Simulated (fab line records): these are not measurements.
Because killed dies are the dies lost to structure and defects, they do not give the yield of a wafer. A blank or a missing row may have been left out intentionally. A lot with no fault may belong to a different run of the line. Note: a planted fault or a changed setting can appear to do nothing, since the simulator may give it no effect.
fab line records	flow sky130
record lots=7	wafers=21	last_day=50
route steps=708 shown PWDE@53 NWELL@56 PAD_OPEN@708
lots that met no fault: from a run of the same line without faults
start_h: start of the lot's first displayed wafer, in hours after the record's first day	wait_h: hours from the lot's prior step to this one	" unchanged from the row above	L1.1+2: a row that stands for several wafers	- no value, or no start was given	* or withheld: withheld	< > ~ a bound
route shown NAME@n: NAME is a module with steps in the file, n the number in the route of the first one	usual: mean and standard deviation over wafers with no fault	same: alike in all rows	chamber/n: place in a boat	sites: per-site readings	_std_site: standard deviation of those values	_edge_site: the outer-site mean with the inner-site mean subtracted	radius_mm: for every site, how far away it sits from the centre of the wafer	mask NAME#n: copy n	behind: tool/chamber where the wafer was last shaped	hold: cause of the lot's hold/its duration in hours/its outcome	device: the transistor (n, p or np) that didn't switch	end of line: the same wafers' tests at the end of the route	a step given without rows: its recipe and nothing more	killed: the dies lost at the first sort to structure and to defects; this is not the yield of the wafer	map: a wafer's dies, x killed, . not, _ none there
set.NAME: the setting the step ran with; set.NAME@STEP: the setting that earlier step ran with	model.NAME: the simulator's own value behind a step, which no gauge read
a table for each step, a row for each wafer; lots at some steps of the route
services: the hour from which a tool's chamber was out of use, counted from the record's first day as start_h (under 0 if before that day), plus the number of hours and why
## steps
# step SKY_PWDE_IMPLANT_08
# recipe species=B	energy_kev=150	dose_cm2=3.6e+12	tilt_deg=withheld
# step SKY_PWDE_STRIP_09
# recipe chemistry=O2/N2	power_w=1400	pressure_mtorr=1500	platen_temp_c=withheld	o2_flow_sccm=3000	n2_flow_sccm=300	overash_fraction=0.5
# usual drypump_motor_current_A=5.9/0.51	oes_product_au=0.722/0.0043	strip_time_to_endpoint_s=36.89/0.1
# same overash_fraction=0.5
lot.wafer	tool	chamber	start_h	wait_h	drypump_motor_current_A	oes_product_au	rf_hours_counter_h	strip_time_to_endpoint_s
L339.1	plasma_asher-04	0	66.77	0.1	5.4	0.717	40	36.88
L339.2	"	1	"	"	6.6	0.722	40	36.79
L339.3	"	1	"	"	6.6	0.729	-	36.82
L341.1	plasma_asher-03	0	76.17	0.1	6.3	0.720	22	36.97
L341.4	"	0	"	"	6.3	0.719	-	36.90
L341.5	"	1	"	"	5.7	0.717	-	36.96
L343.1	plasma_asher-03	0	87.40	0.1	6.3	0.723	23	36.64
L343.2	"	1	"	"	5.8	0.722	23	36.66
L343.3	"	1	"	"	5.7	0.731	-	36.71
L352.1	plasma_asher-03	1	141.00	0.1	5.7	0.720	28	36.92
L352.5	"	1	"	"	5.7	0.716	-	36.71
L352.6	"	0	"	"	6.3	0.727	-	36.87
L354.1	plasma_asher-03	1	154.39	0.1	5.7	0.721	30	36.86
L354.3	"	0	"	"	6.3	0.731	-	36.89
L354.4	"	1	"	"	5.7	0.719	-	36.97
L361.2	plasma_asher-04	0	198.34	0.1	5.3	0.719	8	37.03
L361.4	"	1	"	"	6.6	0.716	-	37.00
L361.6	"	1	"	"	6.6	0.732	-	36.92
L362.2	plasma_asher-01	0	203.40	0.1	5.3	0.723	53	36.75
L362.3	"	1	"	"	6.2	0.724	-	36.65
L362.4	"	0	"	"	5.3	0.723	-	36.71
# step SKY_PWDE_TW_MEAS_10
# usual PWDE_TW=374.4/2.7
lot.wafer	tool	chamber	start_h	wait_h	PWDE_TW
L339.1	film_metro-02	-	66.87	0.1	378.9
L339.2	"	-	"	"	379.3
L339.3	"	-	"	"	377.9
L341.1	film_metro-01	-	76.27	0.1	374.5
L341.4	"	-	"	"	372.8
L341.5	"	-	"	"	377.9
L343.1	film_metro-02	-	87.50	0.1	377.9
L343.2	"	-	"	"	377.7
L343.3	"	-	"	"	377.7
L352.1	film_metro-01	-	141.10	0.1	369.5
L352.5	"	-	"	"	372.7
L352.6	"	-	"	"	371.8
L354.1	film_metro-02	-	154.49	0.1	376.2
L354.3	"	-	"	"	378.6
L354.4	"	-	"	"	378.7
L361.2	film_metro-02	-	198.45	0.1	377.2
L361.4	"	-	"	"	376.9
L361.6	"	-	"	"	377.3
L362.2	film_metro-04	-	203.51	0.1	372.6
L362.3	"	-	"	"	370.5
L362.4	"	-	"	"	372.8
# step SKY_NWELL_DEHYDRATE_03
# recipe temp_c=200	time_s=60
# step SKY_NWELL_HMDS_04
# recipe prime_time_s=60	prime_temp_c=120
# step SKY_NWELL_COAT_05
# recipe spin_rpm=2000	resist_thk_nm=3000
# step SKY_NWELL_SOFTBAKE_06
# recipe temp_c=110	time_s=withheld
# step SKY_NWELL_EXPOSE_07
# recipe mask_id=NWM	na=0.6	source_shape=conventional	sigma_outer=0.6	polarization=unpolarized	target_cd_nm=840	dose_mj=255
# step SKY_NWELL_PEB_08
# recipe temp_c=115	time_s=withheld
# step SKY_NWELL_DEVELOP_09
# recipe wall_angle_deg=90	developer=TMAH	develop_time_s=60	dev_temp_c=23
# step SKY_NWELL_OVL_MEAS_10
# usual NWELL_00_OVL=-0.3/1.4
lot.wafer	tool	chamber	start_h	wait_h	NWELL_00_OVL[nm]
L339.1	overlay-01	-	83.11	-	-3.1
L339.2	"	-	"	"	-3.4
L339.3	"	-	"	"	-1.6
L341.1	overlay-01	-	92.92	-	-0.2
L341.4	"	-	"	"	-1.2
L341.5	"	-	"	"	0.1
L343.1	overlay-02	-	103.86	-	-1.1
L343.2	"	-	"	"	-2.4
L343.3	"	-	"	"	-1.8
L352.1	overlay-01	-	160.51	-	-2.7
L352.5	"	-	"	"	-1.9
L352.6	"	-	"	"	-0.1
L354.1	overlay-02	-	174.21	-	2.5
L354.3	"	-	"	"	-0.5
L354.4	"	-	"	"	2.1
L361.2	overlay-01	-	220.41	-	-0.9
L361.4	"	-	"	"	0.3
L361.6	"	-	"	"	0.3
L362.2	overlay-02	-	225.92	-	-0.3
L362.3	"	-	"	"	-0.6
L362.4	"	-	"	"	-0.4
# step SKY_NWELL_IMPLANT_11
# recipe species=P	energy_kev=400	dose_cm2=1.9e+13	tilt_deg=withheld
# step SKY_NWELL_IMPLANT_12
# recipe species=P	energy_kev=120	dose_cm2=1.3e+12	tilt_deg=withheld
lot.wafer	tool	chamber	start_h	wait_h
L339.1+2+3	implanter-04	0	83.29	0.1
L341.1+4+5	implanter-01	0	93.10	0.1
L343.1+2+3	implanter-02	0	104.04	0.1
L343.1+2+3	implanter-02	0	104.36	0.3
L352.1+5+6	implanter-04	0	160.69	0.1
L352.1+5+6	implanter-04	0	161.01	0.3
L354.1+3+4	implanter-02	0	174.39	0.1
L354.1+3+4	implanter-02	0	174.71	0.3
L361.2+4+6	implanter-02	0	220.62	0.1
L362.2+3+4	implanter-04	0	226.13	0.1
# step SKY_NWELL_IMPLANT_13
# recipe species=P	energy_kev=50	dose_cm2=7e+11	tilt_deg=withheld
# step SKY_NWELL_STRIP_14
# recipe chemistry=O2/N2	power_w=1400	pressure_mtorr=1500	platen_temp_c=withheld	o2_flow_sccm=3000	n2_flow_sccm=300	overash_fraction=0.5
# usual drypump_motor_current_A=5.9/0.44	oes_product_au=0.723/0.0051	strip_time_to_endpoint_s=36.86/0.087
# same overash_fraction=0.5
lot.wafer	tool	chamber	start_h	wait_h	drypump_motor_current_A	oes_product_au	rf_hours_counter_h	strip_time_to_endpoint_s
L339.1	plasma_asher-04	0	83.59	0.1	5.4	0.733	42	36.66
L339.2	"	1	"	"	6.6	0.732	42	36.77
L339.3	"	0	"	"	5.3	0.729	-	36.76
L341.1	plasma_asher-04	0	93.40	0.1	5.3	0.735	43	36.85
L341.4	"	1	"	"	6.6	0.726	-	36.75
L341.5	"	0	"	"	5.3	0.723	-	36.89
L343.1	plasma_asher-04	1	104.66	0.1	6.6	0.736	44	36.55
L343.2	"	0	"	"	5.3	0.725	44	36.73
L343.3	"	0	"	"	5.4	0.724	-	36.73
L352.1	plasma_asher-03	1	161.31	0.1	5.7	0.733	30	36.78
L352.5	"	1	"	"	5.7	0.718	-	36.86
L352.6	"	0	"	"	6.3	0.723	-	36.91
L354.1	plasma_asher-04	1	175.01	0.1	6.6	0.722	5	36.73
L354.3	"	1	"	"	6.6	0.725	-	36.76
L354.4	"	0	"	"	5.3	0.723	-	36.78
L361.2	plasma_asher-04	0	220.89	0.1	5.3	0.708	10	36.78
L361.4	"	1	"	"	6.6	0.723	-	36.84
L361.6	"	0	"	"	5.3	0.726	-	36.77
L362.2	plasma_asher-04	1	226.40	0.1	6.6	0.724	10	36.96
L362.3	"	0	"	"	5.3	0.720	-	36.89
L362.4	"	1	"	"	6.6	0.723	-	36.94
# step SKY_NWELL_TW_MEAS_15
# usual NWELL_TW=1824/9.4
lot.wafer	tool	chamber	start_h	wait_h	NWELL_TW
L339.1	film_metro-04	-	83.69	0.1	1831
L339.2	"	-	"	"	1822
L339.3	"	-	"	"	1832
L341.1	film_metro-01	-	93.50	0.1	1820
L341.4	"	-	"	"	1813
L341.5	"	-	"	"	1819
L343.1	film_metro-01	-	104.76	0.1	1853
L343.2	"	-	"	"	1855
L343.3	"	-	"	"	1845
L352.1	film_metro-02	-	161.45	0.1	1864
L352.5	"	-	"	"	1850
L352.6	"	-	"	"	1860
L354.1	film_metro-04	-	175.13	0.1	1846
L354.3	"	-	"	"	1846
L354.4	"	-	"	"	1838
L361.2	film_metro-01	-	221.00	0.1	1823
L361.4	"	-	"	"	1824
L361.6	"	-	"	"	1828
L362.2	film_metro-02	-	226.51	0.1	1830
L362.3	"	-	"	"	1827
L362.4	"	-	"	"	1820
# step SKY_NWELL_DEHYDRATE_16
# recipe temp_c=200	time_s=60
# step SKY_NWELL_HMDS_17
# recipe prime_time_s=60	prime_temp_c=120
# step SKY_NWELL_COAT_18
# recipe spin_rpm=2000	resist_thk_nm=3000
# step SKY_NWELL_SOFTBAKE_19
# recipe temp_c=110	time_s=withheld
# step SKY_NWELL_EXPOSE_20
# recipe mask_id=NWM_COMPLEMENT	na=0.6	source_shape=conventional	sigma_outer=0.6	polarization=unpolarized	target_cd_nm=840	dose_mj=260
# step SKY_NWELL_PEB_21
# recipe temp_c=115	time_s=withheld
# step SKY_NWELL_DEVELOP_22
# recipe wall_angle_deg=90	developer=TMAH	develop_time_s=60	dev_temp_c=23
# step SKY_NWELL_OVL_MEAS_23
# usual NWELL_01_OVL=-0.5/1.5
lot.wafer	tool	chamber	start_h	wait_h	NWELL_01_OVL[nm]
L339.1	overlay-01	-	100.76	-	-2.2
L339.2	"	-	"	"	-2.8
L339.3	"	-	"	"	-1.3
L341.1	overlay-02	-	110.42	-	-1.7
L341.4	"	-	"	"	-2.1
L341.5	"	-	"	"	-1.1
L343.1	overlay-01	-	122.71	-	1.0
L343.2	"	-	"	"	2.7
L343.3	"	-	"	"	0.4
L352.1	overlay-01	-	180.81	-	-0.7
L352.5	"	-	"	"	-1.2
L352.6	"	-	"	"	-2.3
L354.1	overlay-02	-	195.36	-	2.1
L354.3	"	-	"	"	0.6
L354.4	"	-	"	"	-0.4
L361.2	overlay-01	-	244.91	-	1.2
L361.4	"	-	"	"	0.5
L361.6	"	-	"	"	-1.0
L362.2	overlay-02	-	249.77	-	-0.9
L362.3	"	-	"	"	0.5
L362.4	"	-	"	"	1.4
# step SKY_NWELL_IMPLANT_24
# recipe species=B	energy_kev=140	dose_cm2=9.2e+12	tilt_deg=withheld
# step SKY_NWELL_STRIP_25
# recipe chemistry=O2/N2	power_w=1400	pressure_mtorr=1500	platen_temp_c=withheld	o2_flow_sccm=3000	n2_flow_sccm=300	overash_fraction=0.5
# usual drypump_motor_current_A=5.9/0.45	oes_product_au=0.723/0.0048	strip_time_to_endpoint_s=36.87/0.086
# same overash_fraction=0.5
lot.wafer	tool	chamber	start_h	wait_h	drypump_motor_current_A	oes_product_au	rf_hours_counter_h	strip_time_to_endpoint_s
L339.1	plasma_asher-03	1	100.94	0.1	5.7	0.729	25	36.71
L339.2	"	0	"	"	6.4	0.721	25	36.69
L339.3	"	1	"	"	5.7	0.735	-	36.77
L341.1	plasma_asher-03	0	110.60	0.1	6.3	0.718	26	36.81
L341.4	"	1	"	"	5.7	0.736	-	36.79
L341.5	"	1	"	"	5.7	0.724	-	36.79
L343.1	plasma_asher-04	1	122.89	0.1	6.6	0.724	0	36.77
L343.2	"	0	"	"	5.4	0.725	0	36.81
L343.3	"	1	"	"	6.7	0.726	-	36.83
L352.1	plasma_asher-04	1	180.99	0.1	6.6	0.725	6	36.79
L352.5	"	1	"	"	6.6	0.720	-	36.93
L352.6	"	0	"	"	5.3	0.723	-	36.92
L354.1	plasma_asher-03	0	195.54	0.1	6.3	0.723	34	36.84
L354.3	"	1	"	"	5.7	0.723	-	36.88
L354.4	"	0	"	"	6.3	0.720	-	36.94
L361.2	plasma_asher-03	1	245.09	0.1	5.7	0.736	39	36.87
L361.4	"	0	"	"	6.3	0.722	-	36.86
L361.6	"	0	"	"	6.3	0.723	-	36.84
L362.2	plasma_asher-02	0	249.95	0.1	5.9	0.720	56	36.88
L362.3	"	1	"	"	5.6	0.723	-	37.03
L362.4	"	0	"	"	5.9	0.719	-	36.95
# step SKY_NWELL_TW_MEAS_26
# usual NWELL_2_TW=497.8/2.7
lot.wafer	tool	chamber	start_h	wait_h	NWELL_2_TW
L339.1	film_metro-01	-	101.04	0.1	501.6
L339.2	"	-	"	"	498.3
L339.3	"	-	"	"	501.5
L341.1	film_metro-04	-	110.70	0.1	494.9
L341.4	"	-	"	"	497.7
L341.5	"	-	"	"	496.9
L343.1	film_metro-04	-	122.99	0.1	499.4
L343.2	"	-	"	"	499.0
L343.3	"	-	"	"	500.0
L352.1	film_metro-04	-	181.09	0.1	498.4
L352.5	"	-	"	"	496.1
L352.6	"	-	"	"	494.4
L354.1	film_metro-01	-	195.64	0.1	494.4
L354.3	"	-	"	"	497.4
L354.4	"	-	"	"	498.3
L361.2	film_metro-01	-	245.20	0.1	496.6
L361.4	"	-	"	"	496.3
L361.6	"	-	"	"	499.7
L362.2	film_metro-02	-	250.06	0.1	500.9
L362.3	"	-	"	"	502.4
L362.4	"	-	"	"	499.3
# step SKY_NWELL_CLEAN_27
# recipe chemistry=SC1/SC2	mix=1:4:20	temp_c=70	time_s=150	dry=n2_spin
# step SKY_NWELL_RTA_28
# recipe temp_c=1050	time_s=30	idle_temp_c=650	ramp_up_c_per_s=150	ramp_down_c_per_s=90	ambient=N2
# usual anneal_temp_c_max=1055.5/1.8	lamp_power_pct=25.30/0.056	wafer_temp_C_max=1054.9/0.95
# same time_s=30
lot.wafer	tool	chamber	start_h	wait_h	anneal_temp_c_max	lamp_power_pct	wafer_temp_C_max
L339.1	rtp_anneal-01	0	101.15	0.0	1053.5	25.25	1055.5
L339.2	"	0	"	"	1054.6	25.18	1054.9
L339.3	"	0	"	"	1054.5	25.20	1053.7
L341.1	rtp_anneal-02	0	110.81	0.0	1057.0	25.31	1056.6
L341.4	"	0	"	"	1056.0	25.20	1054.6
L341.5	"	0	"	"	1057.7	25.41	1055.4
L343.1	rtp_anneal-02	0	123.10	0.0	1058.1	25.30	1054.5
L343.2	"	0	"	"	1056.3	25.31	1054.9
L343.3	"	0	"	"	1057.3	25.28	1054.0
L352.1	rtp_anneal-01	0	181.20	0.0	1054.8	25.26	1054.8
L352.5	"	0	"	"	1056.5	25.34	1054.1
L352.6	"	0	"	"	1054.2	25.30	1056.5
L354.1	rtp_anneal-01	0	195.75	0.0	1054.7	25.38	1055.2
L354.3	"	0	"	"	1054.1	25.34	1054.3
L354.4	"	0	"	"	1055.3	25.32	1053.9
L361.2	rtp_anneal-02	0	245.32	0.0	1058.2	25.17	1055.1
L361.4	"	0	"	"	1055.9	25.33	1055.1
L361.6	"	0	"	"	1055.4	25.34	1054.9
L362.2	rtp_anneal-01	0	250.18	0.0	1054.9	25.30	1056.3
L362.3	"	0	"	"	1053.4	25.20	1055.0
L362.4	"	0	"	"	1054.5	25.33	1054.5
# step SKY_NWELL_RS_MEAS_29
# recipe thk_meas_gauge=four-point-probe
# usual NWELL_RS=625.5/1.6
lot.wafer	tool	chamber	start_h	wait_h	NWELL_RS[ohm/sq]
L339.1	film_metro-04	-	101.25	0.1	625.9
L339.2	"	-	"	"	625.1
L339.3	"	-	"	"	625.8
L341.1	film_metro-04	-	110.91	0.1	623.6
L341.4	"	-	"	"	624.7
L341.5	"	-	"	"	626.1
L343.1	film_metro-02	-	123.20	0.1	594.5
L343.2	"	-	"	"	593.9
L343.3	"	-	"	"	594.1
L352.1	film_metro-02	-	181.30	0.1	593.9
L352.5	"	-	"	"	594.1
L352.6	"	-	"	"	594.6
L354.1	film_metro-04	-	195.85	0.1	595.1
L354.3	"	-	"	"	595.9
L354.4	"	-	"	"	594.8
L361.2	film_metro-04	-	245.42	0.1	625.3
L361.4	"	-	"	"	628.5
L361.6	"	-	"	"	627.3
L362.2	film_metro-02	-	250.28	0.1	628.0
L362.3	"	-	"	"	628.0
L362.4	"	-	"	"	629.0
# step SKY_PAD_OPEN_PROBE_99
# usual killed_at_M0_to_M3=42/6.4	killed_at_M4_up=3.2/1.9	killed_at_contacts=24/4.8	killed_at_front_end=16/4.4	killed_at_other=0.3/0.55	killed_dies=86/8.6	killed_open=46/6.6	killed_short=39/5.7
# same gross_dies=492	killed_at_back_side=0
lot.wafer	tool	chamber	start_h	wait_h	killed_at_M0_to_M3	killed_at_M4_up	killed_at_contacts	killed_at_front_end	killed_at_other	killed_dies	killed_open	killed_short	model.etest.nfet_16v.r_on_ohm_um	model.etest.pfet_16v.r_on_ohm_um	model.etest.pfet_g5v0d10v5.r_on_ohm_um	model.etest.tip_p.rs_ohm_sq	model.etest.tip_p_5v.rs_ohm_sq	model.etest.pfet_01v8.r_on_ohm_um	model.etest.pfet_g5v0d10v5.drive_ua_um	model.etest.pfet_01v8_lvt.drive_ua_um
L339.1	prober-02	-	1074.94	0.1	41	3	18	20	0	82	52	29	1.411e+04	1.502e+04	4707	6961	2825	2862	350.8	175
L339.2	prober-02	-	1074.99	0.1	36	6	23	11	0	76	35	39	1.402e+04	1.475e+04	4691	7017	2837	2865	346.4	177.5
L339.3	prober-02	-	1075.04	0.2	49	2	22	19	0	92	58	34	1.414e+04	1.547e+04	4710	6988	2842	2879	348.6	176.4
L341.1	prober-01	-	1082.78	0.1	52	3	29	19	0	103	63	40	1.407e+04	1.509e+04	4754	6949	2812	2984	344	174.8
L341.4	prober-01	-	1082.93	0.2	55	3	23	25	0	106	58	48	1.425e+04	1.537e+04	4798	6926	2846	3037	337	173.3
L341.5	prober-01	-	1082.98	0.2	45	3	22	19	0	89	47	42	1.418e+04	1.547e+04	4766	6919	2806	2945	343.3	175.5
L343.1	prober-01	-	1103.85	0.1	39	4	26	16	0	85	43	42	1.319e+04	1.589e+04	5199	7228	3076	3074	306	148.4
L343.2	prober-01	-	1103.90	0.1	55	2	18	11	0	86	44	41	1.339e+04	1.583e+04	5214	7225	3071	3147	299.4	143.7
L343.3	prober-01	-	1103.95	0.2	50	7	22	8	0	87	44	42	1.332e+04	1.599e+04	5227	7258	3058	3074	301.8	146.4
L352.1	prober-02	-	1156.28	0.1	45	3	23	15	0	86	47	39	1.329e+04	1.54e+04	5223	7171	3044	2997	303.1	144.6
L352.5	prober-02	-	1156.48	0.2	55	3	32	15	1	106	59	45	1.352e+04	1.551e+04	5305	7246	3020	3118	295	143.2
L352.6	prober-02	-	1156.53	0.2	53	4	22	22	0	101	60	41	1.332e+04	1.555e+04	5267	7186	3048	3083	296.7	142.1
L354.1	prober-01	-	1161.31	0.1	37	4	17	10	1	69	32	36	1.344e+04	1.586e+04	5256	7170	3098	3000	300.2	145.5
L354.3	prober-01	-	1161.41	0.2	42	4	21	15	0	82	45	36	1.364e+04	1.657e+04	5394	7109	3109	3109	290.4	144.2
L354.4	prober-01	-	1161.46	0.2	54	6	24	11	0	95	51	44	1.373e+04	1.627e+04	5322	7151	3104	3001	292.7	145.8
L361.2	prober-02	-	1200.22	0.1	35	4	21	12	0	72	36	35	1.414e+04	1.476e+04	4679	6827	2846	2829	349	176.1
L361.4	prober-02	-	1200.32	0.2	55	3	24	13	0	95	52	43	1.415e+04	1.506e+04	4681	6893	2867	2865	345.2	175
L361.6	prober-02	-	1200.42	0.2	43	1	23	12	1	80	49	31	1.423e+04	1.564e+04	4759	6874	2858	2852	344	178.2
L362.2	prober-01	-	1205.09	0.1	26	1	32	12	0	71	37	33	1.417e+04	1.477e+04	4564	6979	2808	2962	358.4	174.7
L362.3	prober-01	-	1205.14	0.2	41	6	38	15	0	100	63	37	1.428e+04	1.463e+04	4645	6946	2830	2972	352.9	176.1
L362.4	prober-01	-	1205.19	0.2	51	10	29	8	0	98	50	47	1.434e+04	1.542e+04	4617	6984	2818	2993	354	174.2
# killed by level:class
L339.1 CONTACT:geometric_particle:open=11 VIA2:geometric_particle:open=8 VIA1:geometric_particle:open=6 VIA2:geometric_particle:short=5 METAL1:geometric_particle:short=5 VIA3:geometric_particle:open=5 FIELD_ISO:geometric_particle:open=4 POLY_GATE:geometric_particle:open=4
L339.2 LI_CONTACT:geometric_particle:open=10 VIA1:geometric_particle:open=8 VIA3:geometric_particle:open=6 POLY_GATE:geometric_particle:short=5 LOCAL_INTERCONNECT:geometric_particle:short=5 METAL2:geometric_particle:short=5 VIA1:geometric_particle:short=5 CONTACT:geometric_particle:open=4
L339.3 VIA3:geometric_particle:open=13 VIA1:geometric_particle:open=9 LI_CONTACT:geometric_particle:open=7 VIA1:geometric_particle:short=7 FIELD_ISO:geometric_particle:short=5 CONTACT:geometric_particle:short=5 CONTACT:geometric_particle:open=5 FIELD_ISO:geometric_particle:open=4
L341.1 VIA1:geometric_particle:open=14 VIA3:geometric_particle:open=12 LI_CONTACT:geometric_particle:open=10 VIA2:geometric_particle:open=8 CONTACT:geometric_particle:open=7 METAL2:geometric_particle:short=6 POLY_GATE:geometric_particle:short=5 LOCAL_INTERCONNECT:geometric_particle:short=5
L341.4 VIA1:geometric_particle:open=12 POLY_GATE:geometric_particle:open=9 FIELD_ISO:geometric_particle:open=7 METAL1:geometric_particle:short=7 VIA3:geometric_particle:open=7 LI_CONTACT:geometric_particle:open=6 CONTACT:geometric_particle:open=6 METAL2:geometric_particle:short=6
L341.5 VIA1:geometric_particle:open=12 VIA2:geometric_particle:open=9 CONTACT:geometric_particle:short=7 CONTACT:geometric_particle:open=7 FIELD_ISO:geometric_particle:short=6 VIA3:geometric_particle:open=5 FIELD_ISO:geometric_particle:open=4 LOCAL_INTERCONNECT:geometric_particle:short=4
L343.1 CONTACT:geometric_particle:open=11 VIA2:geometric_particle:open=7 VIA1:geometric_particle:open=6 LI_CONTACT:geometric_particle:open=5 LOCAL_INTERCONNECT:geometric_particle:short=5 METAL2:geometric_particle:short=5 FIELD_ISO:geometric_particle:short=4 METAL1:geometric_particle:short=4
L343.2 VIA1:geometric_particle:open=13 METAL2:geometric_particle:short=10 VIA2:geometric_particle:open=9 CONTACT:geometric_particle:short=7 VIA3:geometric_particle:open=6 METAL1:geometric_particle:short=6 FIELD_ISO:geometric_particle:short=5 LI_CONTACT:geometric_particle:open=4
L343.3 VIA2:geometric_particle:open=10 LI_CONTACT:geometric_particle:open=8 METAL1:geometric_particle:short=7 VIA1:geometric_particle:open=7 CONTACT:geometric_particle:open=6 METAL2:geometric_particle:short=5 METAL4:geometric_particle:short=5 VIA3:geometric_particle:short=5
L352.1 VIA1:geometric_particle:open=10 VIA2:geometric_particle:open=8 LI_CONTACT:geometric_particle:open=8 VIA3:geometric_particle:open=7 FIELD_ISO:geometric_particle:short=6 CONTACT:geometric_particle:open=6 METAL3:geometric_particle:short=6 LOCAL_INTERCONNECT:geometric_particle:short=3
L352.5 CONTACT:geometric_particle:open=17 VIA1:geometric_particle:open=12 METAL1:geometric_particle:short=9 FIELD_ISO:geometric_particle:open=6 LI_CONTACT:geometric_particle:open=6 VIA2:geometric_particle:open=6 VIA3:geometric_particle:open=6 VIA2:geometric_particle:short=5
L352.6 VIA1:geometric_particle:open=15 FIELD_ISO:geometric_particle:short=8 LI_CONTACT:geometric_particle:open=8 CONTACT:geometric_particle:open=8 VIA3:geometric_particle:open=8 FIELD_ISO:geometric_particle:open=6 POLY_GATE:geometric_particle:short=6 METAL1:geometric_particle:short=5
L354.1 VIA1:geometric_particle:open=9 CONTACT:geometric_particle:open=8 METAL1:geometric_particle:short=6 VIA1:geometric_particle:short=5 FIELD_ISO:geometric_particle:short=4 LOCAL_INTERCONNECT:geometric_particle:short=4 METAL2:geometric_particle:short=4 VIA3:geometric_particle:open=4
L354.3 CONTACT:geometric_particle:open=13 VIA1:geometric_particle:open=10 VIA2:geometric_particle:open=7 VIA3:geometric_particle:open=6 FIELD_ISO:geometric_particle:short=4 VIA1:geometric_particle:short=4 METAL2:geometric_particle:short=4 POLY_GATE:geometric_particle:short=3
L354.4 VIA1:geometric_particle:open=11 VIA1:geometric_particle:short=8 VIA3:geometric_particle:open=8 LI_CONTACT:geometric_particle:open=5 CONTACT:geometric_particle:open=5 CONTACT:geometric_particle:short=5 POLY_GATE:geometric_particle:open=4 LI_CONTACT:geometric_particle:short=4
L361.2 VIA1:geometric_particle:open=11 CONTACT:geometric_particle:open=10 POLY_GATE:geometric_particle:short=4 LI_CONTACT:geometric_particle:open=4 CONTACT:geometric_particle:short=4 METAL1:geometric_particle:short=4 VIA2:geometric_particle:open=4 METAL3:geometric_particle:short=4
L361.4 VIA1:geometric_particle:open=13 CONTACT:geometric_particle:open=9 VIA3:geometric_particle:open=8 METAL1:geometric_particle:short=7 CONTACT:geometric_particle:short=6 VIA2:geometric_particle:open=6 VIA3:geometric_particle:short=5 VIA1:geometric_particle:short=5
L361.6 VIA1:geometric_particle:open=12 CONTACT:geometric_particle:open=10 FIELD_ISO:geometric_particle:open=6 METAL1:geometric_particle:short=6 VIA2:geometric_particle:open=6 LOCAL_INTERCONNECT:geometric_particle:short=5 VIA2:geometric_particle:short=5 VIA1:geometric_particle:short=4
L362.2 CONTACT:geometric_particle:open=8 VIA3:geometric_particle:open=7 CONTACT:geometric_particle:short=6 LI_CONTACT:geometric_particle:short=5 LI_CONTACT:geometric_particle:open=5 LOCAL_INTERCONNECT:geometric_particle:short=5 METAL1:geometric_particle:short=4 VIA1:geometric_particle:open=4
L362.3 CONTACT:geometric_particle:open=15 VIA1:geometric_particle:open=10 LI_CONTACT:geometric_particle:open=9 VIA2:geometric_particle:open=9 METAL1:geometric_particle:short=7 CONTACT:geometric_particle:short=6 FIELD_ISO:geometric_particle:open=4 POLY_GATE:geometric_particle:open=4
L362.4 CONTACT:geometric_particle:open=11 VIA1:geometric_particle:open=10 LI_CONTACT:geometric_particle:open=8 METAL1:geometric_particle:short=7 METAL4:geometric_particle:short=7 METAL2:geometric_particle:short=7 VIA1:geometric_particle:short=6 VIA3:geometric_particle:open=5
## services
tool	chamber	start_h	hours	kind
plasma_asher-02	-	85.69	3.4	repair
plasma_asher-02	-	86.68	9.3	repair
implanter-01	-	107.62	4.1	pm
plasma_asher-04	-	108.75	9.0	pm
plasma_asher-04	0	108.75	9.0	vent_cycle
plasma_asher-04	1	108.75	9.0	vent_cycle
plasma_asher-03	-	114.31	2.8	pm
plasma_asher-04	0	117.75	-	clean
plasma_asher-04	1	117.75	-	clean
implanter-04	-	129.39	3.3	pm
plasma_asher-02	-	133.16	0.7	repair
rtp_anneal-02	-	145.63	4.5	pm
plasma_asher-02	-	151.67	4.7	repair
implanter-02	-	154.95	15.8	pm
plasma_asher-01	-	172.26	2.8	pm
implanter-04	-	181.77	2.3	pm
implanter-02	-	185.27	1.6	repair
plasma_asher-04	-	203.41	2.8	pm
plasma_asher-02	-	235.35	4.8	repair
implanter-04	-	240.53	5.9	repair
## key
first_sign step=SKY_NWELL_IMPLANT_12	reading=visit	direction=added
effect step=SKY_NWELL_TW_MEAS_15	reading=NWELL_TW	direction=up	sigmas=2.9	usual=1824	struck=1851
effect step=SKY_NWELL_RS_MEAS_29	reading=NWELL_RS	direction=down	sigmas=19	usual=625.5	struck=594.5
model_effect step=SKY_PAD_OPEN_PROBE_99	value=etest.nfet_16v.r_on_ohm_um	without=1.419e+04	struck=1.342e+04
met_at SKY_NWELL_IMPLANT_12
struck_wafers L343.1,L343.2,L343.3,L352.1,L352.5,L352.6,L354.1,L354.3,L354.4
tester_left_out L343,L352,L354
fault kind=repeated_step_whole	tool=implanter-01,implanter-02,implanter-04	chamber=-	onset_h=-	steps=SKY_NWELL_IMPLANT_12	times=1	scope=struck_lots_only
# tester_left_out: of these lots the tester's yield and bins aren't shown, on N5 and GAA mostly nor the transistor test; their killed dies are dies lost to structure and defects alone, not to doping, threshold or leakage, so they don't give the yield
